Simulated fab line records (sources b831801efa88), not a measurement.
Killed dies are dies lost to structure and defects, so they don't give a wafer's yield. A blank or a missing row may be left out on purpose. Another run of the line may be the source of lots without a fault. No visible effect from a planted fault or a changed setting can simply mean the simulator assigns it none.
fab line records	flow sky130
record: lots: 5	wafers: 15	last_day: 50
route steps=708 shown CONTACT@424 METAL1@434 PAD_OPEN@708
lots untouched by any fault: they come from a run of this same line in which no faults occurred
start_h: the number of hours between the record's first day and the start of the first shown wafer of the lot	wait_h: how many hours have passed since the lot's step before this one	" identical to the entry in the row above	L1.1+2: a single row standing in for several wafers	- no value, or no start given	* or withheld: withheld	< > ~ a bound
route shown NAME@n: names a module that has steps shown in the file, with the first one's number in the route	usual: mean and standard deviation over wafers with no fault	same: alike in all rows	chamber/n: place in a boat	sites: per-site readings	_std_site: the values' standard deviation	_edge_site: mean of outer sites minus mean of inner sites	radius_mm: how far each site lies from the wafer's centre	mask NAME#n: copy n	behind: the tool/chamber that last shaped the wafer	hold: the reason the lot was held/the length of the hold in hours/how it ended	device: which transistor (n, p or np) failed to switch	end of line: tests of these same wafers at the route's end	a step without rows: its recipe alone	killed: not the wafer's yield, but the dies lost to structure and defects at the first sort	map: a wafer's dies, marking killed ones x, the rest . and places with no die _
set.NAME: the setting the step ran with; set.NAME@STEP: the setting that earlier step ran with	model.NAME: the simulator's own value behind a step, which no gauge read
a table for each step, a row for each wafer; lots at some steps of the route
services: from which hour (start_h, from the record's first day; less than 0 if before it) a tool's chamber was out of use, for how many hours, and why
== steps ==
step: SKY_CONTACT_ETCH_18
recipe: target: Si3N4	chemistry: CHF3/O2	stop_on: TiN	source_w: 600	bias_w: 200	pressure_mtorr: 40	chf3_flow_sccm: 50	O2_flow_sccm: 5	time_s: 39	target_depth_a: 750
usual: drypump_motor_current_A: 5.7/0.59	oes_product_au: 0.853/0.0086	throttle_valve_pct: 8.792/0.0085
lot.wafer	tool	chamber	start_h	wait_h	drypump_motor_current_A	oes_product_au	rf_hours_counter_h	throttle_valve_pct
L767.2	rie_diel-01	0	-	-	6.5	0.856	17	8.802
L767.4	"	3	"	"	4.8	0.862	2	8.786
L767.6	"	1	"	"	5.4	0.859	-	8.783
L766.3	rie_diel-01	0	-	-	6.5	0.857	17	8.796
L766.4	"	1	"	"	5.4	0.863	16	8.784
L766.5	"	3	"	"	4.8	0.861	-	8.796
L772.1	rie_diel-01	0	-	-	6.5	0.852	19	8.808
L772.3	"	3	"	"	4.8	0.842	3	8.769
L772.5	"	2	"	"	6.6	0.855	-	8.794
L779.2	rie_diel-02	0	-	-	5.6	0.850	0	8.792
L779.3	"	1	"	"	5.7	0.853	23	8.786
L779.5	"	2	"	"	5.2	0.865	-	8.799
L778.1	rie_diel-01	2	-	-	6.5	0.850	17	8.798
L778.2	"	0	"	"	6.5	0.850	20	8.793
L778.6	"	1	"	"	5.4	0.854	-	8.788
step: SKY_CONTACT_STRIP_19
recipe: chemistry: O2/N2	power_w: 1400	pressure_mtorr: 1500	platen_temp_c: withheld	o2_flow_sccm: 3000	n2_flow_sccm: 300	overash_fraction: 0.5
step: SKY_CONTACT_STRIP_20
recipe: chemistry: post_etch_residue_remover	time_s: 1200	temp_c: 72.5
step: SKY_CONTACT_CLEAN_21
recipe: chemistry: IPA	time_s: 180	temp_c: 25
step: SKY_CONTACT_CLEAN_22
recipe: chemistry: O3/DIW	dry: n2_spin
step: SKY_CONTACT_SPUTTER_23
recipe: material: TiN	target_thk_nm: 20	chamber_pressure_pa: 5	power_w: 4000	time_s: 80
usual: throttle_valve_pct: 30.1/1.2
lot.wafer	tool	chamber	start_h	wait_h	throttle_valve_pct
L767.2	pvd_sputter-02	-	830.87	0.0	28.6
L767.4	"	-	"	"	32.2
L767.6	"	-	"	"	28.5
L766.3	pvd_sputter-04	-	834.80	0.0	30.8
L766.4	"	-	"	"	29.0
L766.5	"	-	"	"	30.0
L772.1	pvd_sputter-03	-	869.39	0.0	30.6
L772.3	"	-	"	"	29.5
L772.5	"	-	"	"	28.5
L779.2	pvd_sputter-03	-	906.08	0.0	31.6
L779.3	"	-	"	"	29.4
L779.5	"	-	"	"	28.6
L778.1	pvd_sputter-02	-	908.49	0.0	28.7
L778.2	"	-	"	"	28.2
L778.6	"	-	"	"	29.0
step: SKY_CONTACT_CVD_24
recipe: material: W	target_thk_nm: 340	time_s: 102.12	temp_c: 400	pressure_torr: 40
usual: heater_power_w: 928/33
lot.wafer	tool	chamber	start_h	wait_h	heater_power_w
L767.2	cvd_w-02	1	830.93	0.0	961
L767.4	"	0	"	"	976
L767.6	"	1	"	"	942
L766.3	cvd_w-02	1	834.90	0.1	936
L766.4	"	0	"	"	992
L766.5	"	1	"	"	962
L772.1	cvd_w-01	1	869.46	0.0	890
L772.3	"	0	"	"	924
L772.5	"	1	"	"	896
L779.2	cvd_w-02	1	906.15	0.0	974
L779.3	"	1	"	"	935
L779.5	"	0	"	"	1003
L778.1	cvd_w-02	1	908.55	0.0	964
L778.2	"	0	"	"	989
L778.6	"	1	"	"	961
step: SKY_CONTACT_RS_MEAS_25
recipe: thk_meas_gauge: four-point-probe	reads: W_of_CONTACT_CVD_24+TiN_of_CONTACT_SPUTTER_23
usual: CONTACT_W_RS: 0.342/0.0061
lot.wafer	tool	chamber	start_h	wait_h	CONTACT_W_RS[ohm/sq]
L767.2	film_metro-01	-	831.06	0.1	0.340
L767.4	"	-	"	"	0.342
L767.6	"	-	"	"	0.344
L766.3	film_metro-04	-	835.01	0.1	0.338
L766.4	"	-	"	"	0.336
L766.5	"	-	"	"	0.338
L772.1	film_metro-03	-	869.57	0.1	0.350
L772.3	"	-	"	"	0.345
L772.5	"	-	"	"	0.352
L779.2	film_metro-01	-	906.28	0.1	0.339
L779.3	"	-	"	"	0.337
L779.5	"	-	"	"	0.334
L778.1	film_metro-01	-	908.66	0.1	0.337
L778.2	"	-	"	"	0.334
L778.6	"	-	"	"	0.334
step: SKY_CONTACT_THK_MEAS_26
recipe: thk_meas_gauge: xrf	reads: W_of_CONTACT_CVD_24
usual: CONTACT_W_THK: 343/6.6
lot.wafer	tool	chamber	start_h	wait_h	CONTACT_W_THK[nm]
L767.2	film_metro-01	-	831.17	0.1	345
L767.4	"	-	"	"	343
L767.6	"	-	"	"	343
L766.3	film_metro-04	-	835.11	0.1	346
L766.4	"	-	"	"	350
L766.5	"	-	"	"	347
L772.1	film_metro-03	-	869.69	0.1	337
L772.3	"	-	"	"	341
L772.5	"	-	"	"	333
L779.2	film_metro-01	-	906.39	0.1	346
L779.3	"	-	"	"	346
L779.5	"	-	"	"	351
L778.1	film_metro-01	-	908.78	0.1	346
L778.2	"	-	"	"	350
L778.6	"	-	"	"	349
step: SKY_CONTACT_CMP_27
recipe: stop_on: SiO2	t_overpolish_s: 15	down_force_psi: 3.5	platen_rpm: 60	target_thk_nm: 0	pad_velocity_m_s: 0.94248
usual: motor_current_A: 10.7/1.2	overpolish_run_s: 15.000/0.0088	retaining_ring_pressure_frac: 0.999/0.0049	time_to_endpoint_s: 82/6
same: t_overpolish_s: 15
lot.wafer	tool	chamber	start_h	wait_h	motor_current_A	overpolish_run_s	retaining_ring_pressure_frac	time_to_endpoint_s
L767.2	cmp-02	2	831.32	0.1	11.8	15.019	0.998	76
L767.4	"	3	"	"	10.2	15.006	0.996	81
L767.6	"	0	"	"	10.3	14.994	0.999	86
L766.3	cmp-02	0	835.20	0.1	10.2	15.006	0.997	94
L766.4	"	2	"	"	11.8	14.986	1.008	83
L766.5	"	3	"	"	10.6	15.008	0.997	89
L772.1	cmp-01	1	869.75	0.1	11.5	15.005	1.005	83
L772.3	"	3	"	"	12.7	15.004	1.001	75
L772.5	"	2	"	"	11.9	14.986	0.990	75
L779.2	cmp-02	1	906.49	0.1	9.1	14.992	0.999	81
L779.3	"	3	"	"	9.9	15.002	1.003	92
L779.5	"	1	"	"	8.9	15.005	0.994	83
L778.1	cmp-02	0	908.84	0.1	10.3	14.986	1.001	92
L778.2	"	1	"	"	8.6	15.016	0.996	84
L778.6	"	0	"	"	10.5	15.011	1.000	93
step: SKY_METAL1_SPUTTER_00
recipe: material: Ti	target_thk_nm: 15	power_w: 3000	time_s: 10	chamber_pressure_pa: 0.4
usual: throttle_valve_pct: 29.9/1
lot.wafer	tool	chamber	start_h	wait_h	throttle_valve_pct
L767.2	pvd_sputter-01	-	831.52	0.1	28.8
L767.4	"	-	"	"	30.1
L767.6	"	-	"	"	30.3
L766.3	pvd_sputter-03	-	835.45	0.2	30.5
L766.4	"	-	"	"	29.8
L766.5	"	-	"	"	28.7
L772.1	pvd_sputter-03	-	870.05	0.2	29.5
L772.3	"	-	"	"	30.3
L772.5	"	-	"	"	30.3
L779.2	pvd_sputter-04	-	906.74	0.2	29.2
L779.3	"	-	"	"	30.1
L779.5	"	-	"	"	30.2
L778.1	pvd_sputter-01	-	909.14	0.2	29.1
L778.2	"	-	"	"	30.5
L778.6	"	-	"	"	28.5
step: SKY_METAL1_SPUTTER_01
recipe: material: TiN	target_thk_nm: 20	power_w: 6500	time_s: 16.7	chamber_pressure_pa: 0.4
step: SKY_METAL1_SPUTTER_02
recipe: material: AlCu	target_thk_nm: 250	power_w: 10600	time_s: 13.3	chamber_pressure_pa: 0.4
usual: throttle_valve_pct: 29.9/1
lot.wafer	tool	chamber	start_h	wait_h	throttle_valve_pct	model.AlCu_of_METAL1_SPUTTER_02.thk_nm
L767.2	pvd_sputter-01	-	831.57	0.0	29.0	254
L767.4	"	-	"	"	30.4	250.3
L767.6	"	-	"	"	30.2	251
L766.3	pvd_sputter-03	-	835.50	0.0	30.6	249.4
L766.4	"	-	"	"	29.5	249.4
L766.5	"	-	"	"	28.6	250.3
L772.1	pvd_sputter-03	-	870.09	0.0	29.7	248.6
L772.3	"	-	"	"	30.6	248
L772.5	"	-	"	"	30.6	247.4
L779.2	pvd_sputter-04	-	906.78	0.0	28.9	250.4
L779.3	"	-	"	"	30.3	250.6
L779.5	"	-	"	"	30.0	250.9
L778.1	pvd_sputter-01	-	909.19	0.0	28.9	283.6
L778.2	"	-	"	"	30.3	248.7
L778.6	"	-	"	"	29.0	248.8
step: SKY_METAL1_SPUTTER_03
recipe: material: Ti	target_thk_nm: 5	power_w: 3000	time_s: 3.3	chamber_pressure_pa: 0.4
step: SKY_METAL1_SPUTTER_04
recipe: material: TiN	target_thk_nm: 70	power_w: 6500	time_s: 58.3	chamber_pressure_pa: 0.4
step: SKY_METAL1_RS_MEAS_05
recipe: thk_meas_gauge: four-point-probe	reads: TiN_of_METAL1_SPUTTER_04+Ti_of_METAL1_SPUTTER_03+AlCu_of_METAL1_SPUTTER_02+TiN_of_METAL1_SPUTTER_01+Ti_of_METAL1_SPUTTER_00
usual: METAL1_ALCU_RS: 0.1272/0.0015
lot.wafer	tool	chamber	start_h	wait_h	METAL1_ALCU_RS[ohm/sq]
L767.2	film_metro-04	-	831.68	0.0	0.1247
L767.4	"	-	"	"	0.1265
L767.6	"	-	"	"	0.1264
L766.3	film_metro-04	-	835.63	0.1	0.1269
L766.4	"	-	"	"	0.1267
L766.5	"	-	"	"	0.1267
L772.1	film_metro-03	-	870.18	0.0	0.1273
L772.3	"	-	"	"	0.1276
L772.5	"	-	"	"	0.1282
L779.2	film_metro-04	-	906.90	0.0	0.1267
L779.3	"	-	"	"	0.1268
L779.5	"	-	"	"	0.1266
L778.1	film_metro-02	-	909.28	0.0	0.1111
L778.2	"	-	"	"	0.1271
L778.6	"	-	"	"	0.1271
step: SKY_METAL1_THK_MEAS_06
recipe: thk_meas_gauge: xrf	reads: AlCu_of_METAL1_SPUTTER_02
usual: METAL1_ALCU_THK: 248/3.3
lot.wafer	tool	chamber	start_h	wait_h	METAL1_ALCU_THK[nm]
L767.2	film_metro-04	-	831.79	0.1	252
L767.4	"	-	"	"	249
L767.6	"	-	"	"	249
L766.3	film_metro-04	-	835.73	0.1	247
L766.4	"	-	"	"	248
L766.5	"	-	"	"	248
L772.1	film_metro-03	-	870.30	0.1	244
L772.3	"	-	"	"	247
L772.5	"	-	"	"	246
L779.2	film_metro-04	-	907.01	0.1	248
L779.3	"	-	"	"	251
L779.5	"	-	"	"	248
L778.1	film_metro-02	-	909.40	0.1	286
L778.2	"	-	"	"	251
L778.6	"	-	"	"	251
step: SKY_METAL1_DEHYDRATE_07
recipe: temp_c: 200	time_s: 60
step: SKY_PAD_OPEN_PROBE_99
usual: defect_limited_yield: 82.5/2	killed_at_M0_to_M3: 44/7.7	killed_at_M4_up: 3.0/1.9	killed_at_contacts: 25/5.6	killed_at_front_end: 15/4.6	killed_at_other: 0.3/0.47	killed_dies: 86/9.9	killed_on_rim: 17/3.6	killed_open: 47/7.4	killed_short: 39/5.9	sort_bin_3_pad_short: 0.8/0.37	sort_bin_5_function: 10.4/1.5	sort_bin_6_memory: 6.3/1	sort_n_pass: 406/9.9	sort_yield_pct: 82.5/2
same: gross_dies: 492	killed_at_back_side: 0	sort_bin_4_leakage[%]: 0	sort_bin_8_speed[%]: 0
lot.wafer	tool	chamber	start_h	wait_h	defect_limited_yield[%]	killed_at_M0_to_M3	killed_at_M4_up	killed_at_contacts	killed_at_front_end	killed_at_other	killed_dies	killed_on_rim	killed_open	killed_short	sort_bin_3_pad_short[%]	sort_bin_5_function[%]	sort_bin_6_memory[%]	sort_n_pass	sort_yield_pct[%]	model.etest.met1.line_ohm_um	model.etest.met1.rs_ohm_sq
L767.2	prober-02	-	1146.61	0.1	81.5	40	4	30	17	0	91	17	47	44	1.0	11.8	5.7	401	81.5	0.9334	0.1272
L767.4	prober-02	-	1146.71	0.2	81.1	45	1	21	24	2	93	22	46	47	0.6	13.2	5.1	399	81.1	0.9547	0.1274
L767.6	prober-02	-	1146.81	0.2	82.1	31	5	35	17	0	88	20	57	31	0.6	10.8	6.5	404	82.1	0.9331	0.1272
L766.3	prober-01	-	1151.96	0.2	87.6	30	2	17	12	0	61	14	41	20	0.6	6.5	5.3	431	87.6	0.9196	0.1285
L766.4	prober-01	-	1152.01	0.2	84.3	33	3	28	13	0	77	15	48	29	0.6	8.3	6.7	415	84.3	0.9064	0.1293
L766.5	prober-01	-	1152.06	0.2	84.8	35	5	22	13	0	75	14	51	24	0.4	8.7	6.1	417	84.8	0.9087	0.1301
L772.1	prober-02	-	1176.43	0.1	84.8	41	1	20	13	0	75	10	37	38	0.8	8.9	5.5	417	84.8	0.8783	0.1295
L772.3	prober-02	-	1176.53	0.2	83.3	44	2	19	17	0	82	13	42	40	0.6	9.3	6.7	410	83.3	0.8842	0.1292
L772.5	prober-02	-	1176.63	0.2	83.9	33	0	32	14	0	79	16	41	38	1.0	8.7	6.3	413	83.9	0.8732	0.1283
L779.2	prober-01	-	1197.62	0.1	82.3	39	4	26	18	0	87	13	43	44	2.0	9.3	6.3	405	82.3	0.9429	0.1287
L779.3	prober-01	-	1197.67	0.2	82.9	46	1	16	20	1	84	22	41	43	0.8	9.6	6.7	408	82.9	0.9248	0.1284
L779.5	prober-01	-	1197.77	0.2	84.8	37	3	16	19	0	75	17	39	36	0.4	8.7	6.1	417	84.8	0.9103	0.1271
L778.1	prober-02	-	1199.07	0.1	81.5	49	1	21	19	1	91	23	55	36	0.8	11.6	6.1	401	81.5	0.7478	0.1133
L778.2	prober-02	-	1199.12	0.1	86.0	40	4	15	10	0	69	13	31	38	1.2	7.7	5.1	423	86.0	0.9005	0.1294
L778.6	prober-02	-	1199.32	0.2	88.0	26	5	14	14	0	59	12	33	26	0.6	6.5	4.9	433	88.0	0.9065	0.1289
killed by level:class
L767.2 CONTACT:geometric_particle:open=15 CONTACT:geometric_particle:short=10 VIA1:geometric_particle:open=9 VIA3:geometric_particle:open=6 POLY_GATE:geometric_particle:short=5 VIA1:geometric_particle:short=5 METAL2:geometric_particle:short=5 FIELD_ISO:geometric_particle:open=4
L767.4 VIA1:geometric_particle:open=12 POLY_GATE:geometric_particle:open=9 POLY_GATE:geometric_particle:short=7 VIA1:geometric_particle:short=6 CONTACT:geometric_particle:short=5 METAL3:geometric_particle:short=5 LOCAL_INTERCONNECT:geometric_particle:short=5 VIA3:geometric_particle:open=5
L767.6 VIA1:geometric_particle:open=11 LI_CONTACT:geometric_particle:open=10 CONTACT:geometric_particle:open=10 CONTACT:geometric_particle:short=9 VIA2:geometric_particle:open=7 POLY_GATE:geometric_particle:open=5 POLY_GATE:geometric_particle:short=4 SPACER:geometric_particle:open=3
L766.3 CONTACT:geometric_particle:open=8 LI_CONTACT:geometric_particle:open=8 VIA2:geometric_particle:open=7 VIA3:geometric_particle:open=6 METAL1:geometric_particle:short=6 FIELD_ISO:geometric_particle:open=3 FIELD_ISO:geometric_particle:short=3 POLY_GATE:geometric_particle:open=3
L766.4 CONTACT:geometric_particle:open=18 VIA1:geometric_particle:open=7 VIA3:geometric_particle:open=6 METAL2:geometric_particle:short=6 LI_CONTACT:geometric_particle:open=5 FIELD_ISO:geometric_particle:short=4 FIELD_ISO:geometric_particle:open=3 POLY_GATE:geometric_particle:open=3
L766.5 LI_CONTACT:geometric_particle:open=9 VIA1:geometric_particle:open=8 CONTACT:geometric_particle:open=8 VIA3:geometric_particle:open=7 VIA2:geometric_particle:open=7 FIELD_ISO:geometric_particle:open=5 METAL4:geometric_particle:short=5 METAL1:geometric_particle:short=4
L772.1 VIA1:geometric_particle:open=9 METAL1:geometric_particle:short=8 CONTACT:geometric_particle:open=7 FIELD_ISO:geometric_particle:short=6 POLY_GATE:geometric_particle:short=5 METAL1:geometric_particle:open=5 LI_CONTACT:geometric_particle:open=4 CONTACT:geometric_particle:short=4
L772.3 VIA2:geometric_particle:open=9 FIELD_ISO:geometric_particle:open=8 VIA1:geometric_particle:short=6 VIA1:geometric_particle:open=6 FIELD_ISO:geometric_particle:short=5 LI_CONTACT:geometric_particle:open=5 LOCAL_INTERCONNECT:geometric_particle:short=5 VIA3:geometric_particle:open=5
L772.5 CONTACT:geometric_particle:open=12 VIA2:geometric_particle:open=9 LI_CONTACT:geometric_particle:open=8 VIA1:geometric_particle:open=6 FIELD_ISO:geometric_particle:short=5 LOCAL_INTERCONNECT:geometric_particle:short=5 VIA3:geometric_particle:open=4 CONTACT:geometric_particle:short=4
L779.2 VIA1:geometric_particle:open=11 LI_CONTACT:geometric_particle:open=9 FIELD_ISO:geometric_particle:short=8 CONTACT:geometric_particle:open=6 VIA1:geometric_particle:short=6 POLY_GATE:geometric_particle:open=5 VIA3:geometric_particle:open=5 LI_CONTACT:geometric_particle:short=5
L779.3 VIA1:geometric_particle:open=12 POLY_GATE:geometric_particle:short=7 VIA3:geometric_particle:open=7 FIELD_ISO:geometric_particle:short=5 CONTACT:geometric_particle:open=5 VIA2:geometric_particle:open=5 LI_CONTACT:geometric_particle:short=4 VIA1:geometric_particle:short=4
L779.5 METAL2:geometric_particle:short=7 VIA2:geometric_particle:open=7 LI_CONTACT:geometric_particle:open=6 POLY_GATE:geometric_particle:open=5 POLY_GATE:geometric_particle:short=5 VIA1:geometric_particle:open=5 VIA3:geometric_particle:open=5 CONTACT:geometric_particle:open=4
L778.1 VIA1:geometric_particle:open=12 METAL2:geometric_particle:short=8 CONTACT:geometric_particle:open=7 METAL3:geometric_particle:short=5 VIA1:geometric_particle:short=5 VIA2:geometric_particle:open=5 VIA3:geometric_particle:open=5 FIELD_ISO:geometric_particle:open=4
L778.2 VIA2:geometric_particle:open=7 POLY_GATE:geometric_particle:short=6 METAL1:geometric_particle:short=5 CONTACT:geometric_particle:open=5 VIA1:geometric_particle:open=5 METAL3:geometric_particle:short=5 VIA1:geometric_particle:short=4 METAL2:geometric_particle:short=4
L778.6 VIA1:geometric_particle:open=8 LI_CONTACT:geometric_particle:open=6 VIA1:geometric_particle:short=6 CONTACT:geometric_particle:short=4 POLY_GATE:geometric_particle:short=3 SPACER:geometric_particle:open=3 VIA3:geometric_particle:open=3 METAL4:geometric_particle:open=3
== services ==
tool	chamber	start_h	hours	kind
rie_diel-01	0	811.03	12.7	repair
cmp-02	-	819.59	3.8	repair
cmp-01	-	830.49	1.9	repair
rie_diel-02	0	860.10	-	clean
rie_diel-02	0	860.10	26.4	scheduled_down
rie_diel-02	0	860.10	26.4	vent_cycle
pvd_sputter-01	-	868.54	2.8	repair
cmp-01	-	878.28	0.7	repair
rie_diel-02	-	881.93	0.7	repair
cmp-01	-	884.45	0.6	repair
cvd_w-02	-	902.68	2.8	pm
cvd_w-01	-	904.00	14.0	pm
cvd_w-01	0	904.00	14.0	vent_cycle
cvd_w-01	1	904.00	14.0	vent_cycle
== key ==
first_sign: step: SKY_METAL1_RS_MEAS_05	reading: METAL1_ALCU_RS	direction: down	sigmas: 11	usual: 0.1272	struck: 0.1111
effect: step: SKY_METAL1_THK_MEAS_06	reading: METAL1_ALCU_THK	direction: up	sigmas: 11	usual: 248	struck: 286
model_effect: step: SKY_METAL1_SPUTTER_02	value: AlCu_of_METAL1_SPUTTER_02.thk_nm	without: 247.2	struck: 283.6
model_effect: step: SKY_PAD_OPEN_PROBE_99	value: etest.met1.line_ohm_um	without: 0.8619	struck: 0.7478
met_at SKY_METAL1_SPUTTER_02
struck_wafers L778.1
onset_between 831.57 909.19
fault: kind: process_parameter_drift	tool: pvd_sputter-01	chamber: -	onset_h: 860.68	steps: SKY_METAL1_SPUTTER_02	channel: time_s	offset: *	shape: step	end_h: 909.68	scope: struck_wafers_only	acts_in: *	stated: *
